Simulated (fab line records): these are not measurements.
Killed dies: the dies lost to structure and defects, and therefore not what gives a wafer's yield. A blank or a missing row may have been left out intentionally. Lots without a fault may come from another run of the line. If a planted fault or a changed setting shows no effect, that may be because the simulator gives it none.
fab line records | flow gf180mcu
[record] lots = 7 | wafers = 21 | lastDay = 34
route steps=602 shown M1@319
lots that met no fault: from a run of the same line without faults
startH: hours from the record's first day to the start of the lot's first wafer shown | waitH: hours since the lot's step before | " unchanged from the row above | L1.1+2: a single row standing in for several wafers | - no value, or no start was given | * or withheld: withheld | < > ~ a bound
route shown NAME@n: a module of which the file shows steps, and the number in the route of the first | usual: mean/standard deviation taken from wafers without a fault | same: alike in all rows | chamber/n: place in a boat | sites: each site's reading | _std_site: the values' standard deviation | _edge_site: outer sites' mean less inner sites' | radiusMm: for every site, how far away it sits from the centre of the wafer | mask NAME#n: copy n | behind: the last tool/chamber to shape the wafer | hold: why the lot went on hold/how many hours it stayed there/how the hold came to an end | device: transistor that didn't switch, given as n, p or np | end of line: at the end of the route, the tests of the same wafers | a step given without rows: its recipe and nothing more | killed: dies lost to structure and defects at the first sort, not the wafer's yield | map: a wafer's dies, marking killed ones x, the rest . and places with no die _
set.NAME: the setting as run; set.NAME@STEP: as run at that earlier step | model.NAME: the simulator's own value behind a step, which no gauge read
lots at some steps of the route; a table a step, a row a wafer
services: from which hour (startH, from the record's first day; less than 0 if before it) a tool's chamber was out of use, for how many hours, and why
[[steps]]
[step GF_M1_SPUTTER_04]
[recipe] material = TiN | targetThkNm = 50 | powerW = 6500 | timeS = 41.7 | chamberPressurePa = 0.4
[usual] throttleValvePct = 30.1/0.99
lot.wafer | tool          | chamber | startH | waitH | throttleValvePct
L465.1    | pvdSputter-03 | -       | 432.44 | 0.0   | 30.2
L465.2    | "             | -       | "      | "     | 29.7
L465.6    | "             | -       | "      | "     | 29.9
L467.1    | pvdSputter-01 | -       | 457.53 | 0.0   | 30.1
L467.3    | "             | -       | "      | "     | 29.4
L467.6    | "             | -       | "      | "     | 31.8
L468.1    | pvdSputter-02 | -       | 457.88 | 0.0   | 30.5
L468.4    | "             | -       | "      | "     | 27.9
L468.6    | "             | -       | "      | "     | 28.5
L469.3    | pvdSputter-03 | -       | 463.45 | 0.0   | 29.3
L469.4    | "             | -       | "      | "     | 29.9
L469.5    | "             | -       | "      | "     | 29.1
L472.3    | pvdSputter-01 | -       | 493.16 | 0.0   | 29.3
L472.4    | "             | -       | "      | "     | 32.1
L472.6    | "             | -       | "      | "     | 29.6
L478.1    | pvdSputter-03 | -       | 534.70 | 0.0   | 30.4
L478.3    | "             | -       | "      | "     | 30.5
L478.4    | "             | -       | "      | "     | 30.0
L480.1    | pvdSputter-01 | -       | 555.83 | 0.0   | 30.5
L480.3    | "             | -       | "      | "     | 29.4
L480.5    | "             | -       | "      | "     | 29.0
[step GF_M1_RS_MEAS_05]
[recipe] thkMeasGauge = four-point-probe | reads = TiN_of_M1_SPUTTER_04+Ti_of_M1_SPUTTER_03+AlCu_of_M1_SPUTTER_02+TiN_of_M1_SPUTTER_01+Ti_of_M1_SPUTTER_00
[usual] M1_ALCU_RS = 0.0698/0.00061
lot.wafer | tool         | chamber | startH | waitH | M1_ALCU_RS[ohm/sq]
L465.1    | filmMetro-03 | -       | 432.48 | 0.0   | 0.0696
L465.2    | "            | -       | "      | "     | 0.0695
L465.6    | "            | -       | "      | "     | 0.0693
L467.1    | filmMetro-03 | -       | 457.57 | 0.0   | 0.0698
L467.3    | "            | -       | "      | "     | 0.0700
L467.6    | "            | -       | "      | "     | 0.0694
L468.1    | filmMetro-02 | -       | 457.92 | 0.0   | 0.0703
L468.4    | "            | -       | "      | "     | 0.0703
L468.6    | "            | -       | "      | "     | 0.0702
L469.3    | filmMetro-04 | -       | 463.54 | 0.1   | 0.0697
L469.4    | "            | -       | "      | "     | 0.0698
L469.5    | "            | -       | "      | "     | 0.0701
L472.3    | filmMetro-04 | -       | 493.24 | 0.1   | 0.0695
L472.4    | "            | -       | "      | "     | 0.0690
L472.6    | "            | -       | "      | "     | 0.0697
L478.1    | filmMetro-04 | -       | 534.74 | 0.0   | 0.0701
L478.3    | "            | -       | "      | "     | 0.0692
L478.4    | "            | -       | "      | "     | 0.0700
L480.1    | filmMetro-04 | -       | 555.87 | 0.0   | 0.0688
L480.3    | "            | -       | "      | "     | 0.0689
L480.5    | "            | -       | "      | "     | 0.0687
[step GF_M1_THK_MEAS_06]
[recipe] thkMeasGauge = xrf | reads = AlCu_of_M1_SPUTTER_02
[usual] M1_ALCU_THK = 455/4.4
lot.wafer | tool         | chamber | startH | waitH | M1_ALCU_THK[nm]
L465.1    | filmMetro-03 | -       | 432.60 | 0.1   | 457
L465.2    | "            | -       | "      | "     | 458
L465.6    | "            | -       | "      | "     | 460
L467.1    | filmMetro-03 | -       | 457.69 | 0.1   | 457
L467.3    | "            | -       | "      | "     | 453
L467.6    | "            | -       | "      | "     | 461
L468.1    | filmMetro-02 | -       | 458.04 | 0.1   | 449
L468.4    | "            | -       | "      | "     | 452
L468.6    | "            | -       | "      | "     | 452
L469.3    | filmMetro-04 | -       | 463.64 | 0.1   | 457
L469.4    | "            | -       | "      | "     | 453
L469.5    | "            | -       | "      | "     | 453
L472.3    | filmMetro-04 | -       | 493.34 | 0.1   | 457
L472.4    | "            | -       | "      | "     | 458
L472.6    | "            | -       | "      | "     | 459
L478.1    | filmMetro-04 | -       | 534.86 | 0.1   | 452
L478.3    | "            | -       | "      | "     | 456
L478.4    | "            | -       | "      | "     | 452
L480.1    | filmMetro-04 | -       | 555.99 | 0.1   | 461
L480.3    | "            | -       | "      | "     | 460
L480.5    | "            | -       | "      | "     | 462
[step GF_M1_DEHYDRATE_07]
[recipe] tempC = 200 | timeS = 60
[step GF_M1_HMDS_08]
[recipe] primeTimeS = 60 | primeTempC = 120
[step GF_M1_COAT_09]
[recipe] resist = KrF | spinRpm = withheld | resistThkNm = 1000
[step GF_M1_SOFTBAKE_10]
[recipe] tempC = 130 | timeS = 60 | resist = KrF
[step GF_M1_EXPOSE_11]
[recipe] maskId = Metal1 | targetCdNm = 230 | na = 0.68 | sourceShape = conventional | sigmaOuter = 0.6 | doseMj = 28
[step GF_M1_PEB_12]
[recipe] pebTempC = 135 | pebTimeS = 90 | resist = KrF
[step GF_M1_DEVELOP_13]
[recipe] developTimeS = 60 | devTempC = 21
[step GF_M1_CD_MEAS_14]
[recipe] targetCdNm = 230
[usual] cdNm = 230.1/1.1
lot.wafer | tool     | chamber | startH | waitH | cdNm
L465.1    | cdSem-02 | -       | 456.75 | 0.1   | 229.2
L465.2    | "        | -       | "      | "     | 229.7
L465.6    | "        | -       | "      | "     | 228.9
L467.1    | cdSem-01 | -       | 481.25 | 0.1   | 228.6
L467.3    | "        | -       | "      | "     | 228.1
L467.6    | "        | -       | "      | "     | 228.9
L468.1    | cdSem-02 | -       | 482.15 | 0.1   | 228.8
L468.4    | "        | -       | "      | "     | 230.2
L468.6    | "        | -       | "      | "     | 228.8
L469.3    | cdSem-02 | -       | 488.59 | 0.1   | 230.3
L469.4    | "        | -       | "      | "     | 229.8
L469.5    | "        | -       | "      | "     | 229.4
L472.3    | cdSem-02 | -       | 517.14 | 0.1   | 229.6
L472.4    | "        | -       | "      | "     | 228.4
L472.6    | "        | -       | "      | "     | 229.2
L478.1    | cdSem-02 | -       | 557.95 | 0.1   | 230.5
L478.3    | "        | -       | "      | "     | 231.1
L478.4    | "        | -       | "      | "     | 231.2
L480.1    | cdSem-02 | -       | 578.20 | 0.1   | 229.2
L480.3    | "        | -       | "      | "     | 229.9
L480.5    | "        | -       | "      | "     | 230.7
[step GF_M1_OVL_MEAS_15]
[usual] M1_OVL = -1/4.5
lot.wafer | tool       | chamber | startH | waitH | M1_OVL[nm]
L465.1    | overlay-02 | -       | 456.87 | 0.1   | -2
L465.2    | "          | -       | "      | "     | -7
L465.6    | "          | -       | "      | "     | -8
L467.1    | overlay-02 | -       | 481.37 | 0.1   | -6
L467.3    | "          | -       | "      | "     | -5
L467.6    | "          | -       | "      | "     | 1
L468.1    | overlay-02 | -       | 482.27 | 0.1   | 2
L468.4    | "          | -       | "      | "     | -6
L468.6    | "          | -       | "      | "     | -7
L469.3    | overlay-02 | -       | 488.69 | 0.1   | 7
L469.4    | "          | -       | "      | "     | -1
L469.5    | "          | -       | "      | "     | 2
L472.3    | overlay-01 | -       | 517.23 | 0.1   | 10
L472.4    | "          | -       | "      | "     | 0
L472.6    | "          | -       | "      | "     | 2
L478.1    | overlay-02 | -       | 558.07 | 0.1   | -3
L478.3    | "          | -       | "      | "     | -6
L478.4    | "          | -       | "      | "     | 0
L480.1    | overlay-01 | -       | 578.32 | 0.1   | -1
L480.3    | "          | -       | "      | "     | -1
L480.5    | "          | -       | "      | "     | 1
[step GF_M1_METAL_ETCH_16]
[recipe] chemistry = Cl2/BCl3 | maskMaterial = KrF | targetDepthNm = 627.5 | stopOn = SiO2 | pressureMtorr = 8 | icpW = 800 | biasW = 140 | Cl2_flow_sccm = 80 | bcl3FlowSccm = 40 | timeS = 108
[usual] bcl3FlowSccm = 40.00/0.12 | biasW = 140.0/0.37 | drypumpMotorCurrentA = 5.66/0.28 | heBacksideLeakSccm = 3.28/0.23 | oesProductAu = 0.965/0.0094 | throttleValvePct = 28.259/0.013
lot.wafer | tool        | chamber | startH | waitH | bcl3FlowSccm | biasW | drypumpMotorCurrentA | heBacksideLeakSccm | oesProductAu | rfHoursCounterH | throttleValvePct | model.KrF_of_M1_COAT_09.thkNm
L465.1    | rieMetal-01 | 1       | 456.91 | 0.0   | 40.00        | 139.7 | 5.59                 | 3.72               | 0.943        | 4.2             | 28.259           | 732.3
L465.2    | "           | 0       | "      | "     | 40.17        | 139.6 | 5.85                 | 3.37               | 0.945        | 1.3             | 28.274           | 730
L465.6    | "           | 1       | "      | "     | 40.03        | 140.2 | 5.57                 | 3.75               | 0.959        | -               | 28.263           | 731.7
L467.1    | rieMetal-04 | 1       | 481.40 | 0.0   | -            | -     | -                    | -                  | -            | -               | -                | 989
L467.3    | "           | 0       | "      | "     | -            | -     | -                    | -                  | -            | -               | -                | 985.5
L467.6    | "           | 0       | "      | "     | -            | -     | -                    | -                  | -            | -               | -                | 986.3
L468.1    | rieMetal-01 | 0       | 482.31 | 0.0   | -            | -     | -                    | -                  | -            | -               | -                | 986.8
L468.4    | "           | 0       | "      | "     | -            | -     | -                    | -                  | -            | -               | -                | 986.1
L468.6    | "           | 1       | "      | "     | -            | -     | -                    | -                  | -            | -               | -                | 985.1
L469.3    | rieMetal-02 | 0       | 488.75 | 0.1   | -            | -     | -                    | -                  | -            | -               | -                | 991.9
L469.4    | "           | 1       | "      | "     | -            | -     | -                    | -                  | -            | -               | -                | 989.6
L469.5    | "           | 1       | "      | "     | -            | -     | -                    | -                  | -            | -               | -                | 988.6
L472.3    | rieMetal-01 | 1       | 517.30 | 0.1   | 39.88        | 139.9 | 5.58                 | 3.51               | 0.947        | -               | 28.267           | 722.5
L472.4    | "           | 0       | "      | "     | 39.84        | 140.3 | 5.83                 | 3.21               | 0.954        | -               | 28.265           | 717.9
L472.6    | "           | 1       | "      | "     | 40.12        | 140.3 | 5.57                 | 3.67               | 0.953        | -               | 28.275           | 719
L478.1    | rieMetal-02 | 0       | 558.11 | 0.0   | 40.09        | -     | 5.52                 | 2.96               | 0.961        | 1.5             | 28.255           | 728.8
L478.3    | "           | 0       | "      | "     | 40.02        | -     | 5.56                 | 3.11               | 0.974        | -               | 28.252           | 729.4
L478.4    | "           | 1       | "      | "     | 39.77        | -     | 5.62                 | 3.19               | 0.964        | -               | 28.255           | 732.7
L480.1    | rieMetal-01 | 0       | 578.35 | 0.0   | 40.06        | -     | 5.83                 | 3.08               | 0.982        | 4.1             | 28.249           | 719.1
L480.3    | "           | 1       | "      | "     | 39.84        | -     | 5.59                 | 3.54               | 0.982        | -               | 28.240           | 724.7
L480.5    | "           | 1       | "      | "     | 39.92        | -     | 5.58                 | 3.52               | 0.971        | -               | 28.242           | 724
[step GF_M1_STRIP_17]
[recipe] chemistry = O2/N2 | powerW = 1400 | pressureMtorr = 1500 | platenTempC = 250 | o2FlowSccm = 3000 | n2FlowSccm = 300 | overashFraction = 0.5
[usual] drypumpMotorCurrentA = 5.7/0.48 | heaterPowerW = 340/44 | oesProductAu = 0.554/0.0045 | stripTimeToEndpointS = 7.78/0.044
lot.wafer | tool           | chamber | startH | waitH | drypumpMotorCurrentA | heaterPowerW | oesProductAu | rfHoursCounterH | stripTimeToEndpointS
L465.1    | plasmaAsher-02 | 0       | 457.06 | 0.1   | 5.9                  | 371          | 0.546        | 3               | 7.84
L465.2    | "              | 1       | "      | "     | 6.3                  | 400          | 0.558        | 3               | 7.82
L465.6    | "              | 1       | "      | "     | 6.3                  | 404          | 0.558        | -               | 7.85
L467.1    | plasmaAsher-04 | 0       | 481.52 | 0.1   | 5.3                  | 313          | 0.660        | 38              | 10.24
L467.3    | "              | 1       | "      | "     | 6.3                  | 294          | 0.659        | -               | 10.22
L467.6    | "              | 0       | "      | "     | 5.3                  | 310          | 0.659        | -               | 10.22
L468.1    | plasmaAsher-02 | 1       | 482.46 | 0.1   | 6.3                  | 402          | 0.659        | 5               | 10.22
L468.4    | "              | 0       | "      | "     | 5.9                  | 377          | 0.661        | -               | 10.21
L468.6    | "              | 1       | "      | "     | 6.3                  | 401          | 0.656        | -               | 10.21
L469.3    | plasmaAsher-02 | 1       | 488.86 | 0.1   | 6.3                  | 411          | 0.662        | -               | 10.28
L469.4    | "              | 0       | "      | "     | 5.9                  | 364          | 0.656        | -               | 10.25
L469.5    | "              | 0       | "      | "     | 5.9                  | 380          | 0.661        | -               | 10.25
L472.3    | plasmaAsher-04 | 1       | 517.44 | 0.1   | 6.4                  | 287          | 0.552        | -               | 7.75
L472.4    | "              | 0       | "      | "     | 5.3                  | 318          | 0.561        | -               | 7.70
L472.6    | "              | 1       | "      | "     | 6.4                  | 284          | 0.553        | -               | 7.72
L478.1    | plasmaAsher-04 | 1       | 558.22 | 0.1   | 6.4                  | 289          | 0.551        | 46              | 7.82
L478.3    | "              | 1       | "      | "     | 6.4                  | 284          | 0.552        | -               | 7.83
L478.4    | "              | 0       | "      | "     | 5.4                  | 312          | 0.553        | -               | 7.85
L480.1    | plasmaAsher-01 | 1       | 578.47 | 0.1   | 5.1                  | 380          | 0.553        | 82              | 7.71
L480.3    | "              | 1       | "      | "     | 5.1                  | 394          | 0.554        | -               | 7.75
L480.5    | "              | 1       | "      | "     | 5.1                  | 390          | 0.547        | -               | 7.77
[step GF_M1_STRIP_18]
[recipe] chemistry = postEtchResidueRemover | timeS = 1200 | tempC = 72.5
[[services]]
tool           | chamber | startH | hours | kind
pvdSputter-03  | -       | 414.32 | 0.8   | repair
plasmaAsher-02 | -       | 421.25 | 9.0   | pm
plasmaAsher-02 | 0       | 421.25 | 9.0   | ventCycle
plasmaAsher-02 | 1       | 421.25 | 9.0   | ventCycle
plasmaAsher-04 | -       | 426.68 | 7.7   | pm
plasmaAsher-02 | 0       | 430.25 | -     | clean
plasmaAsher-02 | 1       | 430.25 | -     | clean
plasmaAsher-02 | -       | 451.18 | 2.3   | repair
pvdSputter-03  | -       | 457.82 | 5.1   | repair
rieMetal-02    | 0       | 468.74 | -     | clean
rieMetal-02    | 0       | 468.74 | 12.2  | scheduledDown
rieMetal-02    | 0       | 468.74 | 12.2  | ventCycle
rieMetal-04    | -       | 484.07 | 0.5   | repair
rieMetal-01    | 0       | 492.56 | 9.8   | repair
pvdSputter-02  | -       | 495.76 | 2.2   | repair
plasmaAsher-04 | -       | 500.19 | 4.2   | repair
plasmaAsher-01 | -       | 524.67 | 4.0   | pm
pvdSputter-02  | -       | 527.34 | 9.0   | repair
plasmaAsher-01 | -       | 537.16 | 1.0   | repair
rieMetal-01    | 1       | 552.17 | 16.0  | repair
pvdSputter-03  | 1       | 574.00 | -     | consumableReplace:kit
pvdSputter-03  | 1       | 574.00 | 18.0  | scheduledDown
pvdSputter-03  | 1       | 574.00 | 18.0  | ventCycle
rieMetal-01    | 0       | 574.98 | 1.6   | repair
[[key]]
[firstSign] step = GF_M1_METAL_ETCH_16 | reading = toolRecord | direction = missing
[effect] step = GF_M1_STRIP_17 | reading = stripTimeToEndpointS | direction = up | sigmas = 55 | usual = * | struck = *
[modelEffect] step = GF_M1_METAL_ETCH_16 | value = KrF_of_M1_COAT_09.thkNm | without = 726.9 | struck = 987.6
metAt GF_M1_METAL_ETCH_16
struckWafers L467.1,L467.3,L467.6,L468.1,L468.4,L468.6,L469.3,L469.4,L469.5
laterRowsLeftOut L467.1,L467.3,L467.6,L468.1,L468.4,L468.6,L469.3,L469.4,L469.5
sortLeftOut L467.1,L467.3,L467.6,L468.1,L468.4,L468.6,L469.3,L469.4,L469.5
onsetBetween 456.91 481.40
[fault] kind = skippedStepWhole | tool = rieMetal-01,rieMetal-02,rieMetal-04 | chamber = - | onsetH = 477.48 | steps = GF_M1_METAL_ETCH_16 | scope = struckLotsOnly
// sortLeftOut: the simulated sort isn't trusted on such a fault, so these wafers' sort isn't shown, and their yield isn't known
// laterRowsLeftOut: the simulator's readings of these wafers behind a module that went badly wrong aren't trusted and aren't shown, but for the sort
